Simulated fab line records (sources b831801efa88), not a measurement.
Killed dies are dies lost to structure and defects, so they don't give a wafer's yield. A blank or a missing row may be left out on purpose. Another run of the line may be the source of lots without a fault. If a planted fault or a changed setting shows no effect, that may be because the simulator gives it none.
Tool commonality check | flow sky130 | Sampled: 12 lots, 36 wafers

## WHY IT WAS OPENED
At SKY_SPACER_THK_MEAS_01 the reading SPACER_CVD_00_THK is flagged on 3 of 12 lots. Fault-free wafers read 43.0 nm, with a standard deviation of 0.45.
Rule: a lot is flagged when every wafer of it that has a number lies more than 4 standard deviations from that mean, or none has a number. All remaining lots are regarded as sound.

lot  | measured     | on            | SPACER_CVD_00_THK (nm), wafer by wafer | flag
L566 | day 22 15:31 | film metro-01 | 42.9 42.4 42.3                         |
L567 | day 23 18:47 | film metro-01 | 42.2 42.6 42.4                         |
L569 | day 25 22:49 | film metro-04 | 43.0 43.1 43.2                         |
L570 | day 26 00:01 | film metro-01 | 42.9 43.0 43.4                         |
L571 | day 26 12:01 | film metro-03 | 43.6 42.9 43.5                         |
L572 | day 26 17:20 | film metro-04 | 43.3 43.4 42.9                         |
L576 | day 26 21:08 | film metro-04 | 44.1 43.8 43.5                         |
L581 | day 29 03:26 | film metro-04 | 42.4 42.8 42.4                         |
L579 | day 29 05:41 | film metro-04 | 42.9 43.1 43.3                         |
L587 | day 30 15:31 | film metro-01 | 30.1 29.7 30.0                         | FLAGGED
L586 | day 30 17:58 | film metro-04 | 31.4 31.4 31.5                         | FLAGGED
L588 | day 30 21:33 | film metro-03 | 30.9 31.1 31.1                         | FLAGGED
The mean of the flagged lots' numbers is 30.8 nm, -12.2 nm from the usual (-27 standard deviations).

## WHICH TOOL EACH LOT WENT THROUGH
The record holds 1 process step before the reading, out of a route of 708 steps. Read each cell as the tool, then ch plus the chambers that the sampled wafers visited, then the start.
lot  | flag    | SKY_SPACER_CVD_00
L566 |         | lpcvd-02 ch 0, day 22 14:19
L567 |         | lpcvd-02 ch 0, day 23 17:35
L569 |         | lpcvd-02 ch 1, day 25 21:37
L570 |         | lpcvd-02 ch 0, day 25 22:49
L571 |         | lpcvd-02 ch 0, day 26 10:49
L572 |         | lpcvd-02 ch 1, day 26 16:08
L576 |         | lpcvd-02 ch 0, day 26 19:54
L581 |         | lpcvd-02 ch 0, day 29 02:13
L579 |         | lpcvd-02 ch 1, day 29 04:29
L587 | FLAGGED | lpcvd-02 ch 0, day 30 14:17
L586 | FLAGGED | lpcvd-02 ch 0, day 30 16:44
L588 | FLAGGED | lpcvd-02 ch 0, day 30 20:21
What is done by these steps:
- SKY_SPACER_CVD_00: deposits Si3N4 from DCS/NH3, target thk 43.1 nm, time 740 s.
- SKY_SPACER_THK_MEAS_01

## FLAGGED AGAINST TOTAL, ONE TOOL AT A TIME (gauges that did the reading follow at the end)
step                   | tool          | lots run | flagged | share of the flagged lots | sound lots run after its first flagged lot
SKY_SPACER_CVD_00      | lpcvd-02      | 12       | 3       | all                       | 0
SKY_SPACER_THK_MEAS_01 | film metro-01 | 4        | 1       | some                      | 0
SKY_SPACER_THK_MEAS_01 | film metro-03 | 2        | 1       | some                      | 0
SKY_SPACER_THK_MEAS_01 | film metro-04 | 6        | 1       | some                      | 0

## THE TABLE: WHAT IT ALLOWS
All flagged lots share 1 row of the table, namely lpcvd-02 at SKY_SPACER_CVD_00.
- lpcvd-02 at SKY_SPACER_CVD_00 ran 12 lots, 3 of them flagged. Its last sound lot is L579 (day 29 04:29), its first flagged lot L587 (day 30 14:17): a fault that began between those two fits.
Left over: one tool, lpcvd-02 at SKY_SPACER_CVD_00.

## WHAT WAS PUT IN BY THE SIMULATOR
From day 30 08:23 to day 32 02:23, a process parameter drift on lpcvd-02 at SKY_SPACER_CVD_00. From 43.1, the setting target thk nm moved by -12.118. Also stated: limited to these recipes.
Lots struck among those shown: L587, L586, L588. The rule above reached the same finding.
